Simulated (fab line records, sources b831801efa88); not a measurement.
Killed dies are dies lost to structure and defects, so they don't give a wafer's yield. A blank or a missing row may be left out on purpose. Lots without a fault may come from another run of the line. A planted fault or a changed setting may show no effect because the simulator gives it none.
Problem report in the 8D (eight disciplines) form, filled by code | flow gf180mcu | the parts of the form that need people (team, actions taken, sign-off) are left out

1. THE PROBLEM
PASSIVATION_CVD_02_THK at GF_PASSIVATION_THK_MEAS_03 reads a mean of 1069 nm on 3 wafers of 2 lots; wafers without a fault read 704 nm with a standard deviation of 11. That is +33 standard deviations from the usual mean.
First seen on wafer L137.6, day 30 09:41, on film_metro-03. The record holds 30 wafers of 10 lots with a number at this step. Rule for "out", or "out of limits": more than 4 standard deviations from the usual mean. The other wafers with a number count as sound.

2. WHAT IT IS AND WHAT IT IS NOT
question                    | is                           | is not
which readings at this step | PASSIVATION_CVD_02_THK       | -
which lots                  | L137, L140                   | L130, L132, L136, L142, L143, L148, L149, L152
which wafers of those lots  | L137.6, L140.3, L140.6       | L137.2, L137.5, L140.1
read on which gauges        | film_metro-02, film_metro-03 | film_metro-01
when                        | from day 30 09:41            | up to then (11 sound wafers); but 16 sound wafers of L140, L142, L143, L148, L149, L152 came after

3. SUSPECTS, AND WHAT RULES EACH OUT
Counting: a tool at a process step up to the reading stays a suspect if it ran every lot that is out. Sound lots after the first of them don't rule it out here, since some wafers of a struck lot are sound.
- the gauge at GF_PASSIVATION_THK_MEAS_03: ruled out. The wafers that are out were read on 2 gauges (film_metro-02, film_metro-03).
- cmp-02 at GF_V4_CMP_26 (polishes, stops on SiO2, t overpolish 15 s, target thk 0 nm): kept. It ran every lot that is out, first L137 (day 27 00:19); its last sound lot up to then is L132 (day 24 23:12).
- pecvd-02 at GF_PASSIVATION_CVD_02 (deposits Si3N4, target thk 700 nm, time 486.18 s): kept. It ran every lot that is out, first L137 (day 30 09:23); its last sound lot up to then is L136 (day 29 21:31).
- Within pecvd-02 at GF_PASSIVATION_CVD_02: the wafers that are out ran in chambers 1, 2; their sound lot-mates ran in chamber 0.
Left after counting: cmp-02 at GF_V4_CMP_26, pecvd-02 at GF_PASSIVATION_CVD_02.

4. THE CAUSE (what the simulator had put in)
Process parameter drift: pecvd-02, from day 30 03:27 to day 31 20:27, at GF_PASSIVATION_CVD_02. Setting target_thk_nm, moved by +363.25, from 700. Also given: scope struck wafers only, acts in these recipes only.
Counting left 2 suspects, and this tool is among them.

5. THE CHAIN OF EFFECTS, in route order
Each row: a reading whose mean over the struck wafers that have a number lies more than 3 standard deviations from the usual. Only readings for which the record gives a usual standard deviation are gone through. hours: the time from each lot's start at the first step in this table that gives one to its start at this step, as a median over the lots. sigmas: the change in usual standard deviations.
hours | step                       | reading                | usual      | on struck wafers | change | sigmas
0     | GF_PASSIVATION_THK_MEAS_03 | PASSIVATION_CVD_02_THK | 704 nm     | 1069             | +365   | +33
17    | GF_PASSIVATION_ETCH_11     | oes_product_au         | 0.963 a.u. | 0.998            | +0.035 | +4.0
The process steps in it:
- GF_PASSIVATION_ETCH_11: etches the open film in CF4/O2, stops on TiN, target depth 1800 nm, time 400 s.

6. WHAT WOULD HAVE CAUGHT IT SOONER
In this record the first reading out of limits at a measuring or inspecting step was taken at day 30 09:41, 6 hours after the fault began at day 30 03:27.
Of the tool readings at GF_PASSIVATION_CVD_02 for which the record gives a usual standard deviation, none was out on any struck wafer, so an alarm limit of 4 standard deviations on them would not have fired.
Of the lots that are out (2), L140 began GF_PASSIVATION_CVD_02 on pecvd-02 after day 30 09:41. A hold on the tool at that time would have spared it.
